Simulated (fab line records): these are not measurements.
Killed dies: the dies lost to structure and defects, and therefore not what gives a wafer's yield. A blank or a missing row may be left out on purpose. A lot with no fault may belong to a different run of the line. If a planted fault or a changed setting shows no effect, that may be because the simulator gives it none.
fab line records || flow gf180mcu
record: {"lots": 6, "wafers": 18, "last_day": 34}
route steps=602 shown MVPSD@82 VT_IMPLANT@90
lots untouched by any fault: they come from a run of this same line in which no faults occurred
start_h: hours from the record's first day to the start of the lot's first wafer shown || wait_h: hours elapsed since this lot's preceding step || " unchanged from the row above || L1.1+2: one row covering several wafers at once || - no value, or no start given || * or withheld: withheld || < > ~ a bound
route shown NAME@n: names a module that has steps shown in the file, with the first one's number in the route || usual: mean/standard deviation taken from wafers without a fault || same: alike in all rows || chamber/n: place in a boat || sites: readings site by site || _std_site: the standard deviation of these || _edge_site: mean of outer sites minus mean of inner sites || radius_mm: for every site, how far away it sits from the centre of the wafer || mask NAME#n: copy n || behind: the last tool/chamber to shape the wafer || hold: reason for holding the lot/hours on hold/outcome of the hold || device: the n, p or np transistor that did not switch || end of line: at the end of the route, the tests of the same wafers || a step with no rows: only its recipe || killed: not the wafer's yield, but the dies lost to structure and defects at the first sort || map: per-die view of a wafer (x killed, . not killed, _ where there is no die)
set.NAME: the run value of the setting; set.NAME@STEP: its run value at that earlier step || model.NAME: the simulator's own value behind a step, which no gauge read
lots seen at some steps along the route; tables by step, rows by wafer
services: a tool's chamber out of use, with start hour (start_h, from the record's first day; less than 0 if before it), hours out, and reason
== steps ==
step: GF_MVPSD_EXPOSE_04
recipe: {"mask_id": "MVPSD", "target_cd_nm": 1000, "na": 0.6, "source_shape": "conventional", "sigma_outer": 0.6, "dose_mj": 260}
step: GF_MVPSD_PEB_05
recipe: {"temp_c": 115, "time_s": "withheld"}
step: GF_MVPSD_DEVELOP_06
recipe: {"wall_angle_deg": 90, "develop_time_s": 60, "dev_temp_c": 23}
step: GF_MVPSD_OVL_MEAS_07
usual: {"MVPSD_OVL": "0.0/1.6"}
{"lot.wafer": "L214.1", "tool": "overlay-01", "chamber": "-", "start_h": 97.03, "wait_h": "-", "MVPSD_OVL[nm]": -0.1}
{"lot.wafer": "L214.3", "tool": "overlay-01", "chamber": "-", "start_h": 97.03, "wait_h": "-", "MVPSD_OVL[nm]": 0.8}
{"lot.wafer": "L214.5", "tool": "overlay-01", "chamber": "-", "start_h": 97.03, "wait_h": "-", "MVPSD_OVL[nm]": -1.2}
{"lot.wafer": "L219.1", "tool": "overlay-02", "chamber": "-", "start_h": 134.15, "wait_h": "-", "MVPSD_OVL[nm]": 1.6}
{"lot.wafer": "L219.2", "tool": "overlay-02", "chamber": "-", "start_h": 134.15, "wait_h": "-", "MVPSD_OVL[nm]": 3.0}
{"lot.wafer": "L219.3", "tool": "overlay-02", "chamber": "-", "start_h": 134.15, "wait_h": "-", "MVPSD_OVL[nm]": 1.5}
{"lot.wafer": "L220.1", "tool": "overlay-02", "chamber": "-", "start_h": 134.68, "wait_h": "-", "MVPSD_OVL[nm]": -3.3}
{"lot.wafer": "L220.2", "tool": "overlay-02", "chamber": "-", "start_h": 134.68, "wait_h": "-", "MVPSD_OVL[nm]": -2.4}
{"lot.wafer": "L220.4", "tool": "overlay-02", "chamber": "-", "start_h": 134.68, "wait_h": "-", "MVPSD_OVL[nm]": -1.3}
{"lot.wafer": "L229.2", "tool": "overlay-02", "chamber": "-", "start_h": 195.11, "wait_h": "-", "MVPSD_OVL[nm]": -1.3}
{"lot.wafer": "L229.4", "tool": "overlay-02", "chamber": "-", "start_h": 195.11, "wait_h": "-", "MVPSD_OVL[nm]": -0.1}
{"lot.wafer": "L229.5", "tool": "overlay-02", "chamber": "-", "start_h": 195.11, "wait_h": "-", "MVPSD_OVL[nm]": 0.2}
{"lot.wafer": "L236.4", "tool": "overlay-01", "chamber": "-", "start_h": 230.09, "wait_h": "-", "MVPSD_OVL[nm]": 1.4}
{"lot.wafer": "L236.5", "tool": "overlay-01", "chamber": "-", "start_h": 230.09, "wait_h": "-", "MVPSD_OVL[nm]": 1.5}
{"lot.wafer": "L236.6", "tool": "overlay-01", "chamber": "-", "start_h": 230.09, "wait_h": "-", "MVPSD_OVL[nm]": 2.3}
{"lot.wafer": "L237.2", "tool": "overlay-01", "chamber": "-", "start_h": 236.10, "wait_h": "-", "MVPSD_OVL[nm]": -1.7}
{"lot.wafer": "L237.3", "tool": "overlay-01", "chamber": "-", "start_h": 236.10, "wait_h": "-", "MVPSD_OVL[nm]": -1.1}
{"lot.wafer": "L237.4", "tool": "overlay-01", "chamber": "-", "start_h": 236.10, "wait_h": "-", "MVPSD_OVL[nm]": 0.5}
step: GF_MVPSD_IMPLANT_08
recipe: {"species": "B", "energy_kev": 170, "dose_cm2": 1.5e+13, "tilt_deg": 0}
step: GF_MVPSD_IMPLANT_09
recipe: {"species": "B", "energy_kev": 40, "dose_cm2": 5e+12, "tilt_deg": 0}
step: GF_MVPSD_STRIP_10
recipe: {"chemistry": "O2/N2", "power_w": 1400, "pressure_mtorr": 1500, "platen_temp_c": 250, "o2_flow_sccm": 3000, "n2_flow_sccm": 300, "overash_fraction": 0.5}
usual: {"drypump_motor_current_A": "5.6/0.36", "heater_power_w": "339/19", "oes_product_au": "0.723/0.0041", "platen_temp_c": "249.98/0.17", "strip_time_to_endpoint_s": "36.95/0.12"}
same: {"overash_fraction": 0.5}
{"lot.wafer": "L214.1", "tool": "plasma_asher-01", "chamber": 0, "start_h": 97.36, "wait_h": 0.1, "drypump_motor_current_A": 5.3, "heater_power_w": 314, "oes_product_au": 0.721, "platen_temp_c": 249.80, "rf_hours_counter_h": 45, "strip_time_to_endpoint_s": 36.75}
{"lot.wafer": "L214.3", "tool": "plasma_asher-01", "chamber": 1, "start_h": 97.36, "wait_h": 0.1, "drypump_motor_current_A": 5.9, "heater_power_w": 318, "oes_product_au": 0.720, "platen_temp_c": 250.01, "rf_hours_counter_h": "-", "strip_time_to_endpoint_s": 36.75}
{"lot.wafer": "L214.5", "tool": "plasma_asher-01", "chamber": 0, "start_h": 97.36, "wait_h": 0.1, "drypump_motor_current_A": 5.3, "heater_power_w": 316, "oes_product_au": 0.720, "platen_temp_c": 249.98, "rf_hours_counter_h": "-", "strip_time_to_endpoint_s": 36.78}
{"lot.wafer": "L219.1", "tool": "plasma_asher-02", "chamber": 1, "start_h": 134.49, "wait_h": 0.1, "drypump_motor_current_A": 5.1, "heater_power_w": 346, "oes_product_au": 0.725, "platen_temp_c": 249.92, "rf_hours_counter_h": 48, "strip_time_to_endpoint_s": 36.85}
{"lot.wafer": "L219.2", "tool": "plasma_asher-02", "chamber": 0, "start_h": 134.49, "wait_h": 0.1, "drypump_motor_current_A": 6.0, "heater_power_w": 346, "oes_product_au": 0.724, "platen_temp_c": 249.95, "rf_hours_counter_h": 48, "strip_time_to_endpoint_s": 36.77}
{"lot.wafer": "L219.3", "tool": "plasma_asher-02", "chamber": 1, "start_h": 134.49, "wait_h": 0.1, "drypump_motor_current_A": 5.1, "heater_power_w": 343, "oes_product_au": 0.723, "platen_temp_c": 249.91, "rf_hours_counter_h": "-", "strip_time_to_endpoint_s": 36.97}
{"lot.wafer": "L220.1", "tool": "plasma_asher-01", "chamber": 0, "start_h": 135.01, "wait_h": 0.1, "drypump_motor_current_A": 5.3, "heater_power_w": 311, "oes_product_au": 0.717, "platen_temp_c": 250.01, "rf_hours_counter_h": 47, "strip_time_to_endpoint_s": 36.94}
{"lot.wafer": "L220.2", "tool": "plasma_asher-01", "chamber": 1, "start_h": 135.01, "wait_h": 0.1, "drypump_motor_current_A": 5.9, "heater_power_w": 327, "oes_product_au": 0.726, "platen_temp_c": 249.69, "rf_hours_counter_h": 47, "strip_time_to_endpoint_s": 36.86}
{"lot.wafer": "L220.4", "tool": "plasma_asher-01", "chamber": 0, "start_h": 135.01, "wait_h": 0.1, "drypump_motor_current_A": 5.3, "heater_power_w": 324, "oes_product_au": 0.719, "platen_temp_c": 250.01, "rf_hours_counter_h": "-", "strip_time_to_endpoint_s": 36.80}
{"lot.wafer": "L229.2", "tool": "plasma_asher-01", "chamber": 0, "start_h": 195.44, "wait_h": 0.1, "drypump_motor_current_A": 5.3, "heater_power_w": 313, "oes_product_au": 0.728, "platen_temp_c": 250.31, "rf_hours_counter_h": 54, "strip_time_to_endpoint_s": 36.82}
{"lot.wafer": "L229.4", "tool": "plasma_asher-01", "chamber": 1, "start_h": 195.44, "wait_h": 0.1, "drypump_motor_current_A": 5.9, "heater_power_w": 331, "oes_product_au": 0.718, "platen_temp_c": 249.85, "rf_hours_counter_h": "-", "strip_time_to_endpoint_s": 36.74}
{"lot.wafer": "L229.5", "tool": "plasma_asher-01", "chamber": 1, "start_h": 195.44, "wait_h": 0.1, "drypump_motor_current_A": 5.9, "heater_power_w": 323, "oes_product_au": 0.724, "platen_temp_c": 249.83, "rf_hours_counter_h": "-", "strip_time_to_endpoint_s": 36.82}
{"lot.wafer": "L236.4", "tool": "plasma_asher-02", "chamber": 1, "start_h": 230.44, "wait_h": 0.1, "drypump_motor_current_A": 5.1, "heater_power_w": 332, "oes_product_au": 0.725, "platen_temp_c": 250.05, "rf_hours_counter_h": "-", "strip_time_to_endpoint_s": 36.93}
{"lot.wafer": "L236.5", "tool": "plasma_asher-02", "chamber": 0, "start_h": 230.44, "wait_h": 0.1, "drypump_motor_current_A": 5.9, "heater_power_w": 347, "oes_product_au": 0.718, "platen_temp_c": 249.79, "rf_hours_counter_h": "-", "strip_time_to_endpoint_s": 36.89}
{"lot.wafer": "L236.6", "tool": "plasma_asher-02", "chamber": 1, "start_h": 230.44, "wait_h": 0.1, "drypump_motor_current_A": 5.1, "heater_power_w": 343, "oes_product_au": 0.722, "platen_temp_c": 250.13, "rf_hours_counter_h": "-", "strip_time_to_endpoint_s": 36.93}
{"lot.wafer": "L237.2", "tool": "plasma_asher-02", "chamber": 0, "start_h": 236.43, "wait_h": 0.1, "drypump_motor_current_A": 5.9, "heater_power_w": 358, "oes_product_au": 0.730, "platen_temp_c": 250.21, "rf_hours_counter_h": 58, "strip_time_to_endpoint_s": 37.11}
{"lot.wafer": "L237.3", "tool": "plasma_asher-02", "chamber": 0, "start_h": 236.43, "wait_h": 0.1, "drypump_motor_current_A": 6.0, "heater_power_w": 346, "oes_product_au": 0.723, "platen_temp_c": 249.82, "rf_hours_counter_h": "-", "strip_time_to_endpoint_s": 37.01}
{"lot.wafer": "L237.4", "tool": "plasma_asher-02", "chamber": 1, "start_h": 236.43, "wait_h": 0.1, "drypump_motor_current_A": 5.1, "heater_power_w": 344, "oes_product_au": 0.722, "platen_temp_c": 249.67, "rf_hours_counter_h": "-", "strip_time_to_endpoint_s": 37.17}
step: GF_MVPSD_TW_MEAS_11
usual: {"MVPSD_TW": "554/5.4"}
{"lot.wafer": "L214.1", "tool": "film_metro-02", "chamber": "-", "start_h": 97.46, "wait_h": 0.1, "MVPSD_TW": 544}
{"lot.wafer": "L214.3", "tool": "film_metro-02", "chamber": "-", "start_h": 97.46, "wait_h": 0.1, "MVPSD_TW": 541}
{"lot.wafer": "L214.5", "tool": "film_metro-02", "chamber": "-", "start_h": 97.46, "wait_h": 0.1, "MVPSD_TW": 547}
{"lot.wafer": "L219.1", "tool": "film_metro-02", "chamber": "-", "start_h": 134.59, "wait_h": 0.1, "MVPSD_TW": 548}
{"lot.wafer": "L219.2", "tool": "film_metro-02", "chamber": "-", "start_h": 134.59, "wait_h": 0.1, "MVPSD_TW": 549}
{"lot.wafer": "L219.3", "tool": "film_metro-02", "chamber": "-", "start_h": 134.59, "wait_h": 0.1, "MVPSD_TW": 548}
{"lot.wafer": "L220.1", "tool": "film_metro-01", "chamber": "-", "start_h": 135.11, "wait_h": 0.1, "MVPSD_TW": 556}
{"lot.wafer": "L220.2", "tool": "film_metro-01", "chamber": "-", "start_h": 135.11, "wait_h": 0.1, "MVPSD_TW": 554}
{"lot.wafer": "L220.4", "tool": "film_metro-01", "chamber": "-", "start_h": 135.11, "wait_h": 0.1, "MVPSD_TW": 557}
{"lot.wafer": "L229.2", "tool": "film_metro-01", "chamber": "-", "start_h": 195.55, "wait_h": 0.1, "MVPSD_TW": 557}
{"lot.wafer": "L229.4", "tool": "film_metro-01", "chamber": "-", "start_h": 195.55, "wait_h": 0.1, "MVPSD_TW": 560}
{"lot.wafer": "L229.5", "tool": "film_metro-01", "chamber": "-", "start_h": 195.55, "wait_h": 0.1, "MVPSD_TW": 560}
{"lot.wafer": "L236.4", "tool": "film_metro-03", "chamber": "-", "start_h": 230.54, "wait_h": 0.1, "MVPSD_TW": 549}
{"lot.wafer": "L236.5", "tool": "film_metro-03", "chamber": "-", "start_h": 230.54, "wait_h": 0.1, "MVPSD_TW": 551}
{"lot.wafer": "L236.6", "tool": "film_metro-03", "chamber": "-", "start_h": 230.54, "wait_h": 0.1, "MVPSD_TW": 547}
{"lot.wafer": "L237.2", "tool": "film_metro-03", "chamber": "-", "start_h": 236.54, "wait_h": 0.1, "MVPSD_TW": 547}
{"lot.wafer": "L237.3", "tool": "film_metro-03", "chamber": "-", "start_h": 236.54, "wait_h": 0.1, "MVPSD_TW": 551}
{"lot.wafer": "L237.4", "tool": "film_metro-03", "chamber": "-", "start_h": 236.54, "wait_h": 0.1, "MVPSD_TW": 549}
step: GF_VT_IMPLANT_DEHYDRATE_00
recipe: {"temp_c": 200, "time_s": 60}
step: GF_VT_IMPLANT_HMDS_01
recipe: {"prime_time_s": 60, "prime_temp_c": 120}
step: GF_VT_IMPLANT_COAT_02
recipe: {"resist": "NOVOLAK", "spin_rpm": 3000, "resist_thk_nm": 1000}
step: GF_VT_IMPLANT_SOFTBAKE_03
recipe: {"temp_c": 90, "time_s": 60, "resist": "NOVOLAK"}
step: GF_VT_IMPLANT_EXPOSE_04
recipe: {"mask_id": "LVPWELL_LV_AREA", "target_cd_nm": 600, "na": 0.6, "source_shape": "conventional", "sigma_outer": 0.6, "dose_mj": 140}
usual: {"exposure_dose_mJ_cm2": "140.03/0.15", "focus_offset_nm": "0.0/0.43", "stage_vel_mm_s": "499.98/0.26"}
{"lot.wafer": "L214.1", "tool": "iline_stepper-01", "chamber": 0, "start_h": 104.32, "wait_h": "-", "mask": "LVPWELL_LV_AREA#0", "exposure_dose_mJ_cm2": 139.83, "focus_offset_nm": 0.5, "stage_vel_mm_s": 499.81}
{"lot.wafer": "L214.3", "tool": "iline_stepper-01", "chamber": 0, "start_h": 104.32, "wait_h": "-", "mask": "LVPWELL_LV_AREA#0", "exposure_dose_mJ_cm2": 139.93, "focus_offset_nm": 0.5, "stage_vel_mm_s": 500.24}
{"lot.wafer": "L214.5", "tool": "iline_stepper-01", "chamber": 0, "start_h": 104.32, "wait_h": "-", "mask": "LVPWELL_LV_AREA#0", "exposure_dose_mJ_cm2": 139.81, "focus_offset_nm": 0.1, "stage_vel_mm_s": 500.02}
{"lot.wafer": "L219.1", "tool": "iline_stepper-01", "chamber": "-", "start_h": 141.98, "wait_h": "-", "mask": "LVPWELL_LV_AREA#0", "exposure_dose_mJ_cm2": "-", "focus_offset_nm": "-", "stage_vel_mm_s": "-"}
{"lot.wafer": "L219.2", "tool": "iline_stepper-01", "chamber": "-", "start_h": 141.98, "wait_h": "-", "mask": "LVPWELL_LV_AREA#0", "exposure_dose_mJ_cm2": "-", "focus_offset_nm": "-", "stage_vel_mm_s": "-"}
{"lot.wafer": "L219.3", "tool": "iline_stepper-01", "chamber": "-", "start_h": 141.98, "wait_h": "-", "mask": "LVPWELL_LV_AREA#0", "exposure_dose_mJ_cm2": "-", "focus_offset_nm": "-", "stage_vel_mm_s": "-"}
{"lot.wafer": "L220.1", "tool": "iline_stepper-01", "chamber": "-", "start_h": 142.45, "wait_h": "-", "mask": "LVPWELL_LV_AREA#0", "exposure_dose_mJ_cm2": "-", "focus_offset_nm": "-", "stage_vel_mm_s": "-"}
{"lot.wafer": "L220.2", "tool": "iline_stepper-01", "chamber": "-", "start_h": 142.45, "wait_h": "-", "mask": "LVPWELL_LV_AREA#0", "exposure_dose_mJ_cm2": "-", "focus_offset_nm": "-", "stage_vel_mm_s": "-"}
{"lot.wafer": "L220.4", "tool": "iline_stepper-01", "chamber": "-", "start_h": 142.45, "wait_h": "-", "mask": "LVPWELL_LV_AREA#0", "exposure_dose_mJ_cm2": "-", "focus_offset_nm": "-", "stage_vel_mm_s": "-"}
{"lot.wafer": "L229.2", "tool": "iline_stepper-02", "chamber": 0, "start_h": 204.77, "wait_h": "-", "mask": "LVPWELL_LV_AREA#0", "exposure_dose_mJ_cm2": 140.17, "focus_offset_nm": -0.5, "stage_vel_mm_s": 499.64}
{"lot.wafer": "L229.4", "tool": "iline_stepper-02", "chamber": 0, "start_h": 204.77, "wait_h": "-", "mask": "LVPWELL_LV_AREA#0", "exposure_dose_mJ_cm2": 139.85, "focus_offset_nm": 0.5, "stage_vel_mm_s": 499.55}
{"lot.wafer": "L229.5", "tool": "iline_stepper-02", "chamber": 0, "start_h": 204.77, "wait_h": "-", "mask": "LVPWELL_LV_AREA#0", "exposure_dose_mJ_cm2": 140.03, "focus_offset_nm": -0.3, "stage_vel_mm_s": 499.40}
{"lot.wafer": "L236.4", "tool": "iline_stepper-01", "chamber": 0, "start_h": 240.13, "wait_h": "-", "mask": "LVPWELL_LV_AREA#0", "exposure_dose_mJ_cm2": 140.30, "focus_offset_nm": 0.4, "stage_vel_mm_s": 500.08}
{"lot.wafer": "L236.5", "tool": "iline_stepper-01", "chamber": 0, "start_h": 240.13, "wait_h": "-", "mask": "LVPWELL_LV_AREA#0", "exposure_dose_mJ_cm2": 140.12, "focus_offset_nm": -0.4, "stage_vel_mm_s": 500.04}
{"lot.wafer": "L236.6", "tool": "iline_stepper-01", "chamber": 0, "start_h": 240.13, "wait_h": "-", "mask": "LVPWELL_LV_AREA#0", "exposure_dose_mJ_cm2": 140.02, "focus_offset_nm": -0.2, "stage_vel_mm_s": 500.04}
{"lot.wafer": "L237.2", "tool": "iline_stepper-02", "chamber": 0, "start_h": 246.14, "wait_h": "-", "mask": "LVPWELL_LV_AREA#0", "exposure_dose_mJ_cm2": 139.88, "focus_offset_nm": -0.3, "stage_vel_mm_s": 500.05}
{"lot.wafer": "L237.3", "tool": "iline_stepper-02", "chamber": 0, "start_h": 246.14, "wait_h": "-", "mask": "LVPWELL_LV_AREA#0", "exposure_dose_mJ_cm2": 139.95, "focus_offset_nm": -0.6, "stage_vel_mm_s": 500.10}
{"lot.wafer": "L237.4", "tool": "iline_stepper-02", "chamber": 0, "start_h": 246.14, "wait_h": "-", "mask": "LVPWELL_LV_AREA#0", "exposure_dose_mJ_cm2": 139.63, "focus_offset_nm": 0.1, "stage_vel_mm_s": 499.98}
step: GF_VT_IMPLANT_PEB_05
recipe: {"temp_c": "withheld", "time_s": "*", "resist": "NOVOLAK"}
== services ==
{"tool": "plasma_asher-01", "chamber": "-", "start_h": 101.53, "hours": 3.5, "kind": "repair"}
{"tool": "iline_stepper-02", "chamber": "-", "start_h": 104.27, "hours": 12.4, "kind": "repair"}
{"tool": "iline_stepper-01", "chamber": "-", "start_h": 105.43, "hours": 6.8, "kind": "repair"}
{"tool": "plasma_asher-01", "chamber": "-", "start_h": 110.18, "hours": 9.5, "kind": "repair"}
{"tool": "iline_stepper-01", "chamber": "-", "start_h": 126.58, "hours": 4.4, "kind": "pm"}
{"tool": "iline_stepper-01", "chamber": "-", "start_h": 161.43, "hours": 4.1, "kind": "repair"}
{"tool": "iline_stepper-02", "chamber": "-", "start_h": 165.56, "hours": 1.7, "kind": "pm"}
== key ==
first_sign: {"step": "GF_VT_IMPLANT_EXPOSE_04", "reading": "tool_record", "direction": "missing"}
effect none on later readings
met_at GF_VT_IMPLANT_EXPOSE_04
struck_wafers L219.1,L219.2,L219.3,L220.1,L220.2,L220.4
later_rows_left_out L219.1,L219.2,L219.3,L220.1,L220.2,L220.4
sort_left_out L219.1,L219.2,L219.3,L220.1,L220.2,L220.4
tester_left_out L219,L220
onset_between 104.32 141.98
fault: {"kind": "skipped_step_whole", "tool": "iline_stepper-01", "chamber": "-", "onset_h": 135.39, "steps": "GF_VT_IMPLANT_EXPOSE_04", "scope": "struck_lots_only"}
tester_left_out: of these lots the tester's yield and bins aren't shown, on N5 and GAA mostly nor the transistor test; their killed dies are dies lost to structure and defects alone, not to doping, threshold or leakage, so they don't give the yield
sort_left_out: the simulated sort isn't trusted on such a fault, so these wafers' sort isn't shown, and their yield isn't known
later_rows_left_out: the simulator's readings of these wafers behind a module that went badly wrong aren't trusted and aren't shown, but for the sort
